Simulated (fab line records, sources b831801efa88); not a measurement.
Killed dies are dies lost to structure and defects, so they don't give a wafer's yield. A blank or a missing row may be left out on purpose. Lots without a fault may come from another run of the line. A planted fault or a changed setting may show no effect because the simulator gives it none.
One fault seen from 2 desks | flow sky130 | each desk has only its own numbers; what lay behind them comes last

THE TOOL OWNER'S DESK: pvd_sputter-01
The tool's own readings at SKY_CAP2M_SPUTTER_02 (material TiN, target thk 200 nm, time 166.7 s): means of the sampled wafers that have a number, for each lot that ran on this tool. A lot is out of limits, marked OUT, if its mean lies more than 4 standard deviations from the usual mean; the brackets give that distance.
Columns: A = chamber_pressure_pa at SKY_CAP2M_SPUTTER_02, usual 0.4000 Pa; B = throttle_valve_pct at SKY_CAP2M_SPUTTER_02, usual 29.9 %
lot  | first seen here | A      | B
L636 | day 41 05:10    | 0.3991 | 30.0
L640 | day 42 02:45    | 0.3999 | 29.9
L645 | day 43 14:46    | 0.4000 | 30.0
L647 | day 44 02:33    | 0.4002 | 29.8
This desk's finding: nothing out of limits on any of the 4 lots.

THE METROLOGY DESK
What the gauges read, lot by lot, whatever tool the lot ran on: means of the sampled wafers that have a number. A lot is out of limits, marked OUT, if its mean lies more than 4 standard deviations from the usual mean; the brackets give that distance.
Columns: A = cd_nm at SKY_VIA3_CD_MEAS_12, usual 200.2 nm; B = CAP2M_TIN_RS at SKY_CAP2M_RS_MEAS_03, usual 6.85 ohm/sq; C = CAP2M_TIN_THK at SKY_CAP2M_THK_MEAS_04, usual 199.1 nm
lot  | first seen here | A     | B               | C
L635 | day 40 13:34    | 199.5 | 6.96            | 196.3
L636 | day 41 03:21    | 199.5 | 6.76            | 201.0
L639 | day 41 21:33    | 198.9 | 6.76            | 201.9
L640 | day 42 00:57    | 199.6 | 6.90            | 197.6
L645 | day 43 12:58    | 198.6 | 5.76 (-13) OUT  | 239.7 (+18) OUT
L647 | day 44 00:47    | 202.0 | 6.37 (-5.9) OUT | 218.3 (+8.4) OUT
L651 | day 45 04:26    | 199.9 | 6.84            | 199.2
L652 | day 45 10:33    | 200.6 | 6.83            | 200.0
L655 | day 46 01:27    | 199.1 | 6.74            | 202.9
L656 | day 46 16:12    | 198.0 | 6.92            | 197.4
This desk's finding: out of limits on L645, L647; first on L645, day 43 14:53 (CAP2M_TIN_RS at SKY_CAP2M_RS_MEAS_03). In limits: L635, L636, L639, L640, L651, L652, L655, L656.

PUT TOGETHER
The metrology desk could have raised an alarm at day 43 14:53, on L645, L647.
The tool owner's desk saw nothing out of limits.
The tool owner's desk has L645, L647 on record, within its limits.
Of the lots named, all ran SKY_CAP2M_SPUTTER_02 on pvd_sputter-01.

WHAT THE SIMULATOR HAD PUT IN
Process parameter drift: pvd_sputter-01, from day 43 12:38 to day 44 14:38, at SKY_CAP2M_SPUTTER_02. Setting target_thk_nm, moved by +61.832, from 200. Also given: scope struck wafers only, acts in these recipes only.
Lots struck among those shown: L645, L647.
Hours from the fault's start to each desk's first reading out of limits: the metrology desk, 2.
